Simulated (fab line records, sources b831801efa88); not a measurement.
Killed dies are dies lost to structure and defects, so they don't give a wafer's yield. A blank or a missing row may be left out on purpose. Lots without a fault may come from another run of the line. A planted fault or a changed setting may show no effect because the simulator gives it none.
Chamber matching | flow gf180mcu | GF_V5_CVD_02 on pecvd-02: 3 sister chambers
The step deposits SiO2 from TEOS, target thk 1450 nm, time 163.28 s. 24 wafers are shown with their chamber, then 12 later ones without.

WAFERS WITH THEIR CHAMBER
wafer  | chamber | heater_power_w (W)
L074.2 | 0       | 493
L074.3 | 2       | 626
L074.6 | 1       | 527
L078.1 | 1       | 664
L078.2 | 2       | 602
L078.3 | 0       | 629
L078.4 | 0       | 491
L078.5 | 1       | 541
L078.6 | 2       | 686
L081.3 | 2       | 691
L081.5 | 1       | 681
L081.6 | 2       | 567
L082.2 | 0       | 589
L082.3 | 2       | 584
L082.5 | 1       | 684
L083.2 | 0       | 528
L083.3 | 2       | 700
L083.6 | 0       | 600
L084.3 | 0       | 628
L084.5 | 0       | 478
L084.6 | 1       | 670
L088.3 | 2       | 587
L088.4 | 1       | 544
L088.6 | 2       | 695

SIGNATURES (means of the wafers above)
reading        | chamber 0 | chamber 1 | chamber 2 | scatter within a chamber
heater_power_w | 554.50    | 615.86    | 637.56    | 63.8
Rule: a wafer's distance from a chamber is the root of the sum, over the readings, of the square of ((its reading less the chamber's mean) divided by the reading's scatter). The wafer belongs to the nearest chamber; if the next one is less than 2 further off, it can't be placed. The scatter: the root of (the sum of the squares of (reading less its chamber's mean) over the shown wafers, divided by (wafers less chambers)).

WAFERS WITHOUT THEIR CHAMBER
wafer  | heater_power_w (W)
L089.1 | 626
L089.5 | 505
L089.6 | 589
L092.3 | 722
L092.4 | 590
L092.6 | 494
L096.1 | 605
L096.4 | 699
L096.5 | 616
L097.1 | 627
L097.4 | 709
L097.5 | 599

WHICH CHAMBER EACH WENT THROUGH
wafer  | from the rows above          | in truth
L089.1 | can't be placed: 1 or 2 or 0 | 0
L089.5 | can't be placed: 0 or 1 or 2 | 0
L089.6 | can't be placed: 1 or 0 or 2 | 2
L092.3 | can't be placed: 2 or 1 or 0 | 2
L092.4 | can't be placed: 1 or 0 or 2 | 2
L092.6 | can't be placed: 0 or 1 or 2 | 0
L096.1 | can't be placed: 1 or 2 or 0 | 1
L096.4 | can't be placed: 2 or 1 or 0 | 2
L096.5 | can't be placed: 1 or 2 or 0 | 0
L097.1 | can't be placed: 2 or 1 or 0 | 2
L097.4 | can't be placed: 2 or 1 or 0 | 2
L097.5 | can't be placed: 1 or 2 or 0 | 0
Placed correctly: 0 of 12. Can't be placed from these rows: 12 (the true chamber is among the candidates in 12). Placed wrongly: 0.
